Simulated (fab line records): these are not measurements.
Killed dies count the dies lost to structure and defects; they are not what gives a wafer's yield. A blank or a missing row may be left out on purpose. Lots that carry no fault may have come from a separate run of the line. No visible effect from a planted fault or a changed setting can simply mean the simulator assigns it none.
One fault through the eyes of 2 desks ; flow sky130 ; only its own numbers are on each desk; what lay behind them is given at the end

== THE TOOL OWNER'S DESK: plasma_asher-01 ==
The tool's own readings at SKY_CAP2M_STRIP_14 (strips in O2/N2): means of the sampled wafers that have a number, for each lot that ran on this tool. A lot is out of limits, marked OUT, if its mean lies more than 4 standard deviations from the usual mean; the brackets give that distance.
Columns: A = drypump_motor_current_A at SKY_CAP2M_STRIP_14, usual 5.5 A; B = o2_flow_sccm at SKY_CAP2M_STRIP_14, usual 3001 sccm; C = oes_product_au at SKY_CAP2M_STRIP_14, usual 0.710 a.u.; D = strip_time_to_endpoint_s at SKY_CAP2M_STRIP_14, usual 12.67 s
lot;first seen here;A;B;C;D
L366;day 40 18:05;5.6;3005;0.707;12.65
L368;day 41 10:21;5.8;2402 (-70) OUT;0.704;12.82
L369;day 41 19:45;5.6;2394 (-71) OUT;0.698;12.81
L382;day 45 08:38;5.8;3003;0.707;12.66
L384;day 46 01:31;5.6;2990;0.710;12.66
L388;day 46 22:38;5.4;2997;0.711;12.64
This desk's finding: out of limits on L368, L369; first on L368, day 41 10:21 (o2_flow_sccm at SKY_CAP2M_STRIP_14). L366, L382, L384, L388 stayed within limits.

== AT THE METROLOGY DESK ==
Lot by lot, what the gauges showed, no matter which tool ran the lot: averages of those sampled wafers that carry a number. A lot is out of limits, marked OUT, if its mean lies more than 4 standard deviations from the usual mean; the brackets give that distance.
Columns: A = cd_nm at SKY_METAL3_CD_MEAS_13, usual 300.2 nm; B = VIA3_OVL at SKY_VIA3_OVL_MEAS_13, usual 1 nm; C = METAL4_OVL at SKY_METAL4_OVL_MEAS_14, usual -1 nm
lot;first seen here;A;B;C
L365;day 38 07:08;300.7;-0;-3
L366;day 38 12:54;302.9;10;5
L368;day 39 05:52;299.4;5;-10
L369;day 39 16:40;297.7;-3;3
L372;day 40 17:07;300.1;2;6
L378;day 42 11:33;301.0;6;3
L379;day 42 14:59;299.5;-6;-2
L382;day 43 09:20;300.1;9;-3
L383;day 44 02:14;299.1;6;1
L384;day 44 03:01;298.8;3;4
L385;day 44 03:33;299.5;-3;-6
L386;day 44 11:14;302.2;-3;0
L388;day 45 01:50;298.1;1;-1
Finding of this desk: none of the 13 lots has anything out of limits.

== BROUGHT TOGETHER ==
The tool owner's desk had the chance to raise an alarm at day 41 10:21 on L368, L369.
The metrology desk saw nothing out of limits.
The metrology desk has L368, L369 on record, within its limits.
On plasma_asher-01, each named lot ran SKY_CAP2M_STRIP_14.

== WHAT WAS PUT IN BY THE SIMULATOR ==
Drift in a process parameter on plasma_asher-01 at SKY_CAP2M_STRIP_14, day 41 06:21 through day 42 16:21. Setting o2_flow_sccm, moved by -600, from 3000. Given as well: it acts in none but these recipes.
Struck lots among those shown: L368, L369.
Hours from the fault's start to each desk's first reading out of limits: the tool owner's desk, 4.
